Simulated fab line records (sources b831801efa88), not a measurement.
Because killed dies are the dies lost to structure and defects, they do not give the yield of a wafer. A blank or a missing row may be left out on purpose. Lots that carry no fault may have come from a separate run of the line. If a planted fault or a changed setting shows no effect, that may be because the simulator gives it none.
Which tool did it? -- flow sfq line -- 14 lots with 42 wafers sampled at 2 steps, on a route of 325 steps

== WHAT EACH GAUGE READ, for each wafer ==
The record holds no reading of a measuring or inspecting step that can be judged against a usual standard deviation.

== TOOL THAT RAN EACH LOT (tool first, then ch and the chambers of the sampled wafers, then the start) ==
lot,SFQ_TRILAYER_M7_LITHO_COAT_182,SFQ_TRILAYER_M7_BARC_OPEN_METAL_ETCH_229
L729,"litho track-01 ch 0, day 72 14:16","rie metal-03 ch 0,1, day 77 10:00"
L730,"litho track-01 ch 0, day 72 17:20","rie metal-03 ch 0,1, day 77 13:37"
L731,"litho track-02 ch 0, day 72 21:53","rie metal-02 ch 0,1, day 77 17:12"
L733,"litho track-04 ch 0, day 73 02:20","rie metal-03 ch 0,1, day 78 00:25"
L735,"litho track-04 ch 0, day 73 09:23","rie metal-03 ch 0,1, day 78 07:36"
L736,"litho track-04 ch 0, day 73 13:32","rie metal-02 ch 0,1, day 78 11:12"
L738,"litho track-02 ch 0, day 79 13:43","rie metal-03 ch 0,1, day 79 16:01"
L746,"litho track-01 ch 0, day 86 00:07","rie metal-01 ch 0,1, day 86 04:01"
L747,"litho track-02 ch 0, day 86 01:29","rie metal-01 ch 0,1, day 86 05:26"
L748,"litho track-02 ch 0, day 86 03:56","rie metal-02 ch 0,1, day 86 06:38"
L749,"litho track-04 ch 0, day 86 04:55","rie metal-02 ch 0,1, day 86 07:50"
L750,"litho track-01 ch 0, day 86 07:38","rie metal-01 ch 0,1, day 86 09:56"
L751,"litho track-04 ch 0, day 86 10:02","rie metal-02 ch 0,1, day 87 18:56"
L752,"litho track-04 ch 0, day 86 12:22","rie metal-01 ch 1, day 87 20:08"
- SFQ_TRILAYER_M7_LITHO_COAT_182: resist thk 62 nm.
- SFQ_TRILAYER_M7_BARC_OPEN_METAL_ETCH_229: etches BARC in O2, target depth 125 nm, time 41.7 s.

== AS READ BY THE TOOLS THEMSELVES (means over the sampled wafers that have a number; for cases with no such wafer, the mark the record gives instead) ==
SFQ_TRILAYER_M7_BARC_OPEN_METAL_ETCH_229. Usual: drypump motor current A 5.8 A, standard deviation 0.59; oes product au 0.685 a.u., standard deviation 0.0049.
lot,tool,drypump motor current A (A),oes product au (a.u.),flag
L729,rie metal-03,5.8,0.687,
L730,rie metal-03,5.8,0.687,
L731,rie metal-02,5.0,0.681,
L733,rie metal-03,5.8,0.688,
L735,rie metal-03,5.8,0.682,
L736,rie metal-02,4.8,0.687,
L738,rie metal-03,5.8,0.683,
L746,rie metal-01,6.3,0.681,
L747,rie metal-01,6.3,0.742,OFF
L748,rie metal-02,4.8,0.750,OFF
L749,rie metal-02,4.8,0.685,
L750,rie metal-01,6.4,0.688,
L751,rie metal-02,4.8,0.681,
L752,rie metal-01,6.2,0.686,

== THE ANSWER, worked out from the rows above alone ==
Rule: take the mean of a lot's wafers that have a number; if it is more than 3 standard deviations from the usual mean, the lot is off. A lot without any number at a reading at which 4 lots or more have one is off too. The other lots that the step has rows for count as sound. Order of review: gauges by route order, followed by the tools' own readings, for which a lot's mean as printed above is used. At the first step where some lot is off, the reading lying furthest off is the one used; lots without a number count as furthest.
Off: L747, L748, at SFQ_TRILAYER_M7_BARC_OPEN_METAL_ETCH_229 (oes product au).
If a tool, at that step or one of the process steps before it, ran each lot that is off and ran no sound lot following the first of them, it fits. One fits: SFQ_TRILAYER_M7_LITHO_COAT_182 on litho track-02. A fault onset in the window from L738 (day 79 13:43, its last sound lot) to L747 (day 86 01:29, its first lot off) fits.

== WHAT THE SIMULATOR PUT IN ==
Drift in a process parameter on litho track-02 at SFQ_TRILAYER_M7_LITHO_COAT_182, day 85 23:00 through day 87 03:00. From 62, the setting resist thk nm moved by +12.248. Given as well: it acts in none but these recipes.
Struck lots among those shown: L747, L748. The rule above found the same.
